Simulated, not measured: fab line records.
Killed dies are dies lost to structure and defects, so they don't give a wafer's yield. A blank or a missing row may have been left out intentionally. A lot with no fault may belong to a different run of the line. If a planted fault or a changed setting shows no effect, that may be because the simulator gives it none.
Which of the tools did it? ; flow sky130 ; 15 lots, 45 wafers sampled, at 4 steps of a route of 708

WHAT THE GAUGES READ, wafer by wafer
SKY_CAPM_THK_MEAS_04: measures by xrf. Usual: CAPM_TIN_THK typically reads 202.6 nm, with standard deviation 1.7.
lot;measured;on;CAPM_TIN_THK (nm);flag
L502;day 36 12:20;film-metro-01;201.2 202.4 200.9;
L503;day 37 03:30;film-metro-01;203.3 203.4 199.7;
L505;day 37 17:44;film-metro-01;200.6 200.8 199.6;
L508;day 38 17:48;film-metro-03;203.1 204.7 201.6;
L509;day 38 22:32;film-metro-03;202.0 202.7 202.6;
L510;day 39 05:53;film-metro-01;205.6 203.0 201.9;
L516;day 41 01:39;film-metro-02;203.7 201.5 203.8;
L517;day 41 07:12;film-metro-03;201.9 201.2 202.3;
L518;day 41 16:16;film-metro-03;204.7 204.5 205.1;
L519;day 42 02:01;film-metro-03;203.0 201.7 202.3;
L520;day 42 06:05;film-metro-01;201.3 201.6 200.5;
L521;day 42 12:22;film-metro-02;200.8 202.1 202.0;
L522;day 42 19:28;film-metro-02;201.7 199.8 203.0;
L523;day 43 02:12;film-metro-02;200.8 201.8 200.7;
L524;day 43 11:23;film-metro-01;200.9 203.4 203.8;

SKY_METAL3_OVL_MEAS_14. Usual: METAL3_OVL typically reads -1 nm, with standard deviation 4.8.
lot;measured;on;METAL3_OVL (nm);flag
L502;day 38 15:47;overlay-02;-1 -1 0;
L503;day 39 07:25;overlay-01;-17 -4 -9;
L505;day 39 20:49;overlay-01;0 -3 7;
L508;day 40 19:52;overlay-02;3 2 -4;
L509;day 40 23:55;overlay-01;-1 -1 3;
L510;day 41 07:07;overlay-01;4 6 -1;
L516;day 43 00:57;overlay-01;1 3 10;
L517;day 43 05:09;overlay-02;1 -2 2;
L518;day 43 15:43;overlay-02;-8 -1 -2;
L519;day 44 00:44;overlay-01;1 0 -4;
L520;day 44 03:59;overlay-01;-9 -3 -5;
L521;day 44 10:25;overlay-02;3 4 4;
L522;day 44 17:20;overlay-02;-3 -5 1;
L523;day 45 00:22;overlay-02;1 -7 2;
L524;day 45 08:34;overlay-01;1 1 1;

SKY_METAL4_CD_MEAS_13: target cd 300 nm. Usual: cd-nm reads 300.0 nm (standard deviation 1.6).
lot;measured;on;cd-nm (nm);flag
L502;day 41 21:23;cd-sem-01;300.1 300.5 300.0;
L503;day 42 12:17;cd-sem-02;300.6 301.5 299.6;
L505;day 42 23:46;cd-sem-02;298.2 300.0 299.1;
L516;day 45 23:26;cd-sem-02;300.4 301.1 300.3;
L517;day 46 02:41;cd-sem-01;301.9 301.5 301.5;
L518;day 46 12:56;cd-sem-01;297.7 297.2 298.3;
L519;day 46 21:00;cd-sem-01;298.3 299.1 298.1;
L520;day 46 23:07;cd-sem-02;299.0 297.7 299.3;
L521;day 47 04:48;cd-sem-01;302.0 302.6 303.1;
L522;day 47 11:57;cd-sem-02;299.8 299.5 300.5;
L523;day 47 18:01;cd-sem-02;298.0 298.1 299.7;
L524;day 48 01:32;cd-sem-02;299.7 300.4 298.8;

WHICH TOOL RAN EACH LOT (tool, then ch and the chambers of the sampled wafers, then the start)
lot;SKY_CAP2M_DEVELOP_11
L502;litho-track-04 ch 0, day 40 20:41
L503;litho-track-02 ch 0, day 41 12:26
L505;litho-track-03 ch 0, day 41 23:43
L508;litho-track-02, day 42 22:02
L509;litho-track-04, day 43 01:50
L510;litho-track-03, day 43 09:23
L516;litho-track-03 ch 0, day 45 01:17
L517;litho-track-02 ch 0, day 45 05:08
L518;litho-track-04 ch 0, day 45 15:11
L519;litho-track-03 ch 0, day 45 23:50
L520;litho-track-03 ch 0, day 46 01:46
L521;litho-track-03 ch 0, day 46 07:20
L522;litho-track-04 ch 0, day 46 14:37
L523;litho-track-04 ch 0, day 46 20:52
L524;litho-track-02 ch 0, day 47 04:59
- SKY_CAP2M_DEVELOP_11: develop time 60 s.

WHAT THE TOOLS THEMSELVES READ (means of the sampled wafers that have a number; where no wafer has one, the mark that the record gives instead)
SKY_CAP2M_DEVELOP_11. Usual: chill-plate-temp-C reads 23.05 C (standard deviation 0.11).
lot;tool;chill-plate-temp-C (C);flag
L502;litho-track-04;22.82;
L503;litho-track-02;23.07;
L505;litho-track-03;23.06;
L508;litho-track-02;-;OFF
L509;litho-track-04;-;OFF
L510;litho-track-03;-;OFF
L516;litho-track-03;23.02;
L517;litho-track-02;23.06;
L518;litho-track-04;22.97;
L519;litho-track-03;23.06;
L520;litho-track-03;23.00;
L521;litho-track-03;22.96;
L522;litho-track-04;23.00;
L523;litho-track-04;23.11;
L524;litho-track-02;22.94;

THE ANSWER, worked out from the rows above alone
Rule: a lot is off if the mean of its wafers that have a number lies more than 3 standard deviations from the usual mean. Also off: a lot with no number at a reading for which 4 or more lots have one. The other lots that the step has rows for count as sound. After the gauges, taken in route order, come the tools' own readings; for these a lot's mean is taken, as printed above. The first step at which some lot is off is used, and at that step the reading that is off furthest; a lot without a number counts as furthest.
Off: L508, L509, L510, at SKY_CAP2M_DEVELOP_11 (chill-plate-temp-C). Without a number there: L508, L509, L510.
If a tool, at that step or one of the process steps before it, ran each lot that is off and ran no sound lot following the first of them, it fits. No candidate that was tried fits.

WHAT HAD BEEN PUT IN BY THE SIMULATOR
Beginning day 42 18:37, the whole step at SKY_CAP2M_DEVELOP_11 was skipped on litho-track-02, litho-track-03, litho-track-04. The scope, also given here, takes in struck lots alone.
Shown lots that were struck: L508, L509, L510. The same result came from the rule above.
